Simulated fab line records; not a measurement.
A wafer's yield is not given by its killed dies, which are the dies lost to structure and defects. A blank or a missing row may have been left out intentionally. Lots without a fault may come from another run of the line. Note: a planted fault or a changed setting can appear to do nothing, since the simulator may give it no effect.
fab line records	flow gf180mcu
record lots=5	wafers=15	last_day=33
route steps=602 shown V3@444 M4@456
lots with no fault: from the same line, run without faults
start_h: the number of hours between the record's first day and the start of the first shown wafer of the lot	wait_h: time in hours since the lot's previous step	" repeats the value in the row above	L1.1+2: several wafers, shown together as one row	- value missing, or start not given	* or withheld: withheld	< > ~ a bound
route shown NAME@n: names a module that has steps shown in the file, with the first one's number in the route	usual: average and standard deviation across the fault-free wafers	same: alike in all rows	chamber/n: place in a boat	sites: each site's reading	_std_site: standard deviation across them	_edge_site: mean of outer sites minus mean of inner sites	radius_mm: how far each site lies from the wafer's centre	mask NAME#n: copy n	behind: the last tool/chamber to shape the wafer	hold: why the lot went on hold/how many hours it stayed there/how the hold came to an end	device: the transistor (n, p or np) that didn't switch	end of line: at the end of the route, the tests of the same wafers	a step given without rows: its recipe and nothing more	killed: count of dies lost to structure and defects at first sort (not the wafer's yield)	map: per-die view of a wafer (x killed, . not killed, _ where there is no die)
set.NAME: the setting the step ran with; set.NAME@STEP: the setting that earlier step ran with	model.NAME: the simulator's own value behind a step, which no gauge read
lots seen at some steps along the route; tables by step, rows by wafer
services: the hour from which a tool's chamber was out of use, counted from the record's first day as start_h (under 0 if before that day), plus the number of hours and why
## steps
# step GF_V3_OVL_MEAS_15
# usual V3_OVL=-2/4.8
lot.wafer	tool	chamber	start_h	wait_h	V3_OVL[nm]
L613.2	overlay-02	-	527.71	0.1	-1
L613.4	"	-	"	"	2
L613.5	"	-	"	"	0
L615.3	overlay-02	-	549.56	0.1	3
L615.4	"	-	"	"	3
L615.5	"	-	"	"	0
L623.3	overlay-01	-	616.05	0.1	-7
L623.4	"	-	"	"	-12
L623.6	"	-	"	"	-11
L627.2	overlay-01	-	655.89	0.1	-6
L627.3	"	-	"	"	2
L627.6	"	-	"	"	-10
L629.1	overlay-01	-	656.76	0.1	-1
L629.2	"	-	"	"	-3
L629.5	"	-	"	"	-5
# step GF_V3_ETCH_16
# recipe chemistry=N2/H2	target_depth_a=withheld	overetch_a=withheld	time_s=withheld	target=BARC	ion_energy_ev=200	source_w=500	bias_w=100	pressure_mtorr=30	n2_flow_sccm=100	h2_flow_sccm=200
# usual drypump_motor_current_A=5.7/0.42	oes_product_au=0.855/0.0045	throttle_valve_pct=13.225/0.0081
lot.wafer	tool	chamber	start_h	wait_h	drypump_motor_current_A	oes_product_au	throttle_valve_pct
L613.2	rie_diel-01	2	527.74	0.0	5.9	0.853	13.221
L613.4	"	0	"	"	6.5	0.862	13.213
L613.5	"	1	"	"	5.3	0.865	13.228
L615.3	rie_diel-02	2	549.59	0.0	5.9	0.854	13.213
L615.4	"	1	"	"	5.1	0.855	13.219
L615.5	"	1	"	"	5.1	0.853	13.212
L623.3	rie_diel-02	2	616.08	0.0	5.9	0.851	13.225
L623.4	"	0	"	"	5.4	0.856	13.218
L623.6	"	1	"	"	5.1	0.854	13.235
L627.2	rie_diel-03	0	655.92	0.0	5.7	0.862	13.234
L627.3	"	1	"	"	6.2	0.856	13.232
L627.6	"	1	"	"	6.3	0.845	13.230
L629.1	rie_diel-01	1	656.80	0.0	5.3	0.852	13.221
L629.2	"	3	"	"	5.5	0.854	13.222
L629.5	"	0	"	"	6.5	0.852	13.239
# step GF_V3_ETCH_17
# recipe chemistry=C4F8/O2/Ar	mask_material=KrF	target=SiO2	stop_on=TiN	source_w=1500	bias_w=1200	pressure_mtorr=40	c4f8_flow_sccm=withheld	O2_flow_sccm=6	Ar_flow_sccm=300	time_s=withheld	target_depth_a=6350
# usual oes_product_au=0.856/0.0043
lot.wafer	tool	chamber	start_h	wait_h	oes_product_au
L613.2	rie_diel-01	2	-	-	0.853
L613.4	"	0	"	"	0.855
L613.5	"	1	"	"	0.865
L615.3	rie_diel-02	2	-	-	0.864
L615.4	"	1	"	"	0.861
L615.5	"	1	"	"	0.852
L623.3	rie_diel-02	2	-	-	0.855
L623.4	"	0	"	"	0.859
L623.6	"	1	"	"	0.847
L627.2	rie_diel-03	0	-	-	0.862
L627.3	"	1	"	"	0.862
L627.6	"	1	"	"	0.858
L629.1	rie_diel-01	1	-	-	0.857
L629.2	"	3	"	"	0.854
L629.5	"	0	"	"	0.858
# step GF_V3_STRIP_18
# recipe chemistry=O2/N2	power_w=1400	pressure_mtorr=1500	platen_temp_c=250	o2_flow_sccm=3000	n2_flow_sccm=300	overash_fraction=0.5
# usual drypump_motor_current_A=6.04/0.27	heater_power_w=334/22	oes_product_au=0.592/0.0043
lot.wafer	tool	chamber	start_h	wait_h	drypump_motor_current_A	heater_power_w	oes_product_au	rf_hours_counter_h
L613.2	plasma_asher-01	0	527.86	-	5.77	341	0.588	83
L613.4	"	1	"	"	6.40	311	0.587	-
L613.5	"	1	"	"	6.39	312	0.595	-
L615.3	plasma_asher-03	1	549.75	-	5.69	372	0.590	-
L615.4	"	0	"	"	6.26	310	0.586	-
L615.5	"	1	"	"	5.73	366	0.591	-
L623.3	plasma_asher-01	1	616.24	-	6.39	323	0.594	-
L623.4	"	0	"	"	5.77	336	0.599	-
L623.6	"	0	"	"	5.78	331	0.589	-
L627.2	plasma_asher-03	0	656.04	-	6.25	312	0.590	60
L627.3	"	1	"	"	5.66	376	0.588	-
L627.6	"	1	"	"	5.68	373	0.587	-
L629.1	plasma_asher-01	1	656.93	-	6.35	312	0.591	97
L629.2	"	0	"	"	5.75	334	0.595	97
L629.5	"	0	"	"	5.76	332	0.597	-
# step GF_V3_STRIP_19
# recipe chemistry=post_etch_residue_remover	time_s=1200	temp_c=72.5
# step GF_V3_CLEAN_20
# recipe chemistry=DIW	dry=n2_spin
# step GF_V3_SPUTTER_21
# recipe material=Ti	target_thk_nm=15	chamber_pressure_pa=5	power_w=2500	substrate_temp_c=200	time_s=80.02
# step GF_V3_SPUTTER_22
# recipe material=TiN	target_thk_nm=10	chamber_pressure_pa=5	power_w=4000	time_s=40
# step GF_V3_CVD_23
# recipe material=W	target_thk_nm=350	time_s=104.9	temp_c=400	pressure_torr=40
# usual heater_power_outer_w=561/41	heater_power_w=904/77
lot.wafer	tool	chamber	start_h	wait_h	heater_power_outer_w	heater_power_w
L613.2	cvd_w-01	1	528.50	0.0	592	985
L613.4	"	1	"	"	592	987
L613.5	"	1	"	"	589	974
L615.3	cvd_w-02	0	550.42	0.1	507	827
L615.4	"	1	"	"	595	932
L615.5	"	0	"	"	504	834
L623.3	cvd_w-01	1	616.91	0.1	597	1006
L623.4	"	0	"	"	526	853
L623.6	"	0	"	"	522	844
L627.2	cvd_w-02	1	656.68	0.0	625	946
L627.3	"	1	"	"	617	968
L627.6	"	1	"	"	609	969
L629.1	cvd_w-01	0	657.56	0.0	547	826
L629.2	"	1	"	"	583	1006
L629.5	"	1	"	"	608	985
# step GF_V3_RS_MEAS_24
# recipe thk_meas_gauge=four-point-probe	reads=W_of_V3_CVD_23+TiN_of_V3_SPUTTER_22+Ti_of_V3_SPUTTER_21
# usual V3_W_RS=0.326/0.0067
lot.wafer	tool	chamber	start_h	wait_h	V3_W_RS[ohm/sq]
L613.2	film_metro-03	-	528.72	0.2	0.332
L613.4	"	-	"	"	0.329
L613.5	"	-	"	"	0.332
L615.3	film_metro-04	-	550.53	0.1	0.324
L615.4	"	-	"	"	0.332
L615.5	"	-	"	"	0.324
L623.3	film_metro-04	-	617.02	0.1	0.333
L623.4	"	-	"	"	0.322
L623.6	"	-	"	"	0.320
L627.2	film_metro-04	-	656.81	0.1	0.332
L627.3	"	-	"	"	0.331
L627.6	"	-	"	"	0.330
L629.1	film_metro-04	-	657.67	0.1	0.322
L629.2	"	-	"	"	0.332
L629.5	"	-	"	"	0.328
# step GF_V3_THK_MEAS_25
# recipe thk_meas_gauge=xrf	reads=W_of_V3_CVD_23
# usual V3_W_THK=361/8.3
lot.wafer	tool	chamber	start_h	wait_h	V3_W_THK[nm]
L613.2	film_metro-03	-	528.83	0.1	360
L613.4	"	-	"	"	361
L613.5	"	-	"	"	359
L615.3	film_metro-04	-	550.63	0.1	361
L615.4	"	-	"	"	355
L615.5	"	-	"	"	361
L623.3	film_metro-04	-	617.12	0.1	356
L623.4	"	-	"	"	365
L623.6	"	-	"	"	365
L627.2	film_metro-04	-	656.92	0.1	353
L627.3	"	-	"	"	353
L627.6	"	-	"	"	353
L629.1	film_metro-04	-	657.79	0.1	360
L629.2	"	-	"	"	347
L629.5	"	-	"	"	355
# step GF_V3_CMP_26
# recipe stop_on=SiO2	down_force_psi=3.5	platen_rpm=60	t_overpolish_s=15	target_thk_nm=0	pad_velocity_m_s=0.94248
# step GF_M4_SPUTTER_00
# recipe material=Ti	target_thk_nm=37.5	arriving_ion_energy_ev=80	substrate_temp_c=200	chamber_pressure_pa=2	power_w=4000	time_s=150
# usual throttle_valve_pct=30.4/1.1
lot.wafer	tool	chamber	start_h	wait_h	throttle_valve_pct	model.Ti_of_M4_SPUTTER_00.thk_nm
L613.2	pvd_sputter-03	-	529.18	0.2	30.6	37.87
L613.4	"	-	"	"	30.7	37.45
L613.5	"	-	"	"	30.7	37.57
L615.3	pvd_sputter-01	-	551.00	0.1	30.9	37.83
L615.4	"	-	"	"	32.0	37.4
L615.5	"	-	"	"	31.0	37.8
L623.3	pvd_sputter-03	-	617.46	0.2	30.4	37.78
L623.4	"	-	"	"	28.8	39.84
L623.6	"	-	"	"	30.6	37.82
L627.2	pvd_sputter-02	-	657.27	0.2	30.9	37.91
L627.3	"	-	"	"	28.9	38.51
L627.6	"	-	"	"	31.0	37.94
L629.1	pvd_sputter-01	-	658.15	0.1	31.1	36.88
L629.2	"	-	"	"	30.9	37.27
L629.5	"	-	"	"	29.1	37.2
# step GF_M4_SPUTTER_01
# recipe material=TiN	target_thk_nm=30	power_w=6500	time_s=25	chamber_pressure_pa=0.4
# usual throttle_valve_pct=30.4/1.1
lot.wafer	tool	chamber	start_h	wait_h	throttle_valve_pct
L613.2	pvd_sputter-03	-	529.28	0.1	30.3
L613.4	"	-	"	"	31.1
L613.5	"	-	"	"	30.5
L615.3	pvd_sputter-01	-	551.10	0.1	30.9
L615.4	"	-	"	"	31.8
L615.5	"	-	"	"	31.1
L623.3	pvd_sputter-03	-	617.56	0.1	30.4
L623.4	"	-	"	"	28.7
L623.6	"	-	"	"	30.4
L627.2	pvd_sputter-02	-	657.37	0.1	30.5
L627.3	"	-	"	"	29.0
L627.6	"	-	"	"	31.0
L629.1	pvd_sputter-01	-	658.25	0.1	31.2
L629.2	"	-	"	"	30.8
L629.5	"	-	"	"	29.1
## services
tool	chamber	start_h	hours	kind
rie_diel-01	3	513.57	3.5	repair
rie_diel-02	2	519.87	6.1	repair
rie_diel-01	0	536.68	7.5	repair
pvd_sputter-03	-	544.75	7.7	repair
rie_diel-03	1	547.73	9.2	repair
rie_diel-02	1	555.44	-	clean
rie_diel-02	1	555.44	23.2	scheduled_down
rie_diel-02	1	555.44	23.2	vent_cycle
rie_diel-03	-	561.12	22.1	repair
rie_diel-02	0	565.03	6.1	repair
rie_diel-01	1	569.55	4.9	repair
cvd_w-02	-	575.72	1.5	repair
rie_diel-01	2	577.51	8.2	repair
plasma_asher-01	-	582.29	2.9	repair
rie_diel-02	3	586.59	-	clean
rie_diel-02	3	586.59	17.8	scheduled_down
rie_diel-02	3	586.59	17.8	vent_cycle
rie_diel-01	3	600.93	6.2	repair
cvd_w-02	0	609.66	40.0	repair
plasma_asher-03	-	624.30	0.3	repair
cvd_w-02	1	630.67	8.5	repair
pvd_sputter-02	-	634.24	4.5	repair
rie_diel-03	3	638.86	11.6	repair
pvd_sputter-01	-	641.79	1.9	repair
## key
first_sign none at tools or gauges
model_effect step=GF_M4_SPUTTER_00	value=Ti_of_M4_SPUTTER_00.thk_nm	without=37.38	struck=39.84
met_at GF_M4_SPUTTER_00
struck_wafers L623.4
onset_between 529.18 617.46
fault kind=process_parameter_drift	tool=pvd_sputter-03	chamber=-	onset_h=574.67	steps=GF_M4_SPUTTER_00	channel=time_s	offset=*	shape=step	end_h=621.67	scope=struck_wafers_only	acts_in=*	stated=*
